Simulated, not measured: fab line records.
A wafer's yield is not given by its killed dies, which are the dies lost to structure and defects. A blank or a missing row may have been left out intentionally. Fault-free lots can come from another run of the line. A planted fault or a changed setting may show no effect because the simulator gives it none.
A struck lot beside a sound one | flow sky130 | 15 steps out of a route of 708
Sound: wafers L111.1, L111.2, L111.3. Struck: wafer L120.4 (left out: L120.2, L120.3 of the same lot, which were not struck); the cause appears at the end.
Each step with rows lists, per side, the tool, then ch with its chambers, then its first start. Under that, the readings that differ: sound wafers | struck wafers | difference of the means | sigmas: that difference in standard deviations of wafers without a fault.
alike: readings with means less than 2 such deviations apart, plus words and numbers identical on both sides. not compared: withheld readings, readings lacking a value on some wafer, bounds such as >300 that could conceal the same value, and numbers that have no deviation in the record and whose values overlap.
The two part at a step that has a row with sigmas, a row that says differs or no value, or rows on one side only. Numbers that don't overlap but have no deviation are shown without sigmas and don't part them. A reading missing from all wafers of one side parts the sides only when that side holds two or more wafers.

SKY_RES_XHIGH_TW_MEAS_09:
  sound on film-metro-02, day 27 06:55; struck on film-metro-03, day 30 14:32
  alike: RES_XHIGH_TW
then, 7 steps without rows for these wafers: SKY_SD_N_DEHYDRATE_00 (time 60 s); SKY_SD_N_HMDS_01 (prime time 60 s); SKY_SD_N_COAT_02 (resist thk 1140 nm); SKY_SD_N_SOFTBAKE_03 (time 60 s); SKY_SD_N_EXPOSE_04 (exposes mask NSDM, target cd 380 nm); SKY_SD_N_PEB_05; SKY_SD_N_DEVELOP_06 (develop time 60 s).
SKY_SD_N_CD_MEAS_07 targets a cd of 380 nm.
  sound on cd-sem-01, day 28 10:31; struck on cd-sem-02, day 31 17:04
  alike: cd-nm
SKY_SD_N_OVL_MEAS_08:
  sound on overlay-01, day 28 10:38; struck on overlay-02, day 31 17:11
  alike: SD_N_OVL
then, 2 steps without rows for these wafers: SKY_SD_N_IMPLANT_09; SKY_SD_N_IMPLANT_10.
SKY_SD_N_STRIP_11: strips in O2/N2.
  sound on plasma-asher-01 ch 0,1, day 28 10:58; struck on plasma-asher-01 ch 1, day 31 17:31
  reading                      | sound             | struck | difference | sigmas
  strip-time-to-endpoint-s (s) | 22.62 22.63 22.60 | 23.74  | +1.12      | +28
  alike: drypump-motor-current-A, oes-product-au
  not compared: rf-hours-counter-h
SKY_SD_N_TW_MEAS_12:
  sound on film-metro-02, day 28 11:04; struck on film-metro-01, day 31 17:37
  alike: SD_N_TW
-- the record jumps here: 17 days lie between the struck wafers' starts before and after (it left off in module SD_N and takes up again in module PAD_OPEN, whose first step shown is number 708 of the route) --
SKY_PAD_OPEN_PROBE_99:
  sound on prober-01, day 46 02:29; struck on prober-02, day 48 14:46
  reading            | sound    | struck | difference | sigmas
  killed_at_M0_to_M3 | 46 54 50 | 34     | -16        | -2
  killed-open        | 53 51 57 | 38     | -16        | -2
  alike: killed_at_M4_up, killed-at-contacts, killed-at-front-end, killed-at-other, killed-dies, killed-short

## WHERE THEY PART
At SKY_SD_N_STRIP_11 first; at SKY_PAD_OPEN_PROBE_99 last (within this record only).

WHY: what had been put in by the simulator
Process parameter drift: plasma-asher-01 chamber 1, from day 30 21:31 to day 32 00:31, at SKY_SD_N_STRIP_11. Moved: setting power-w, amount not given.
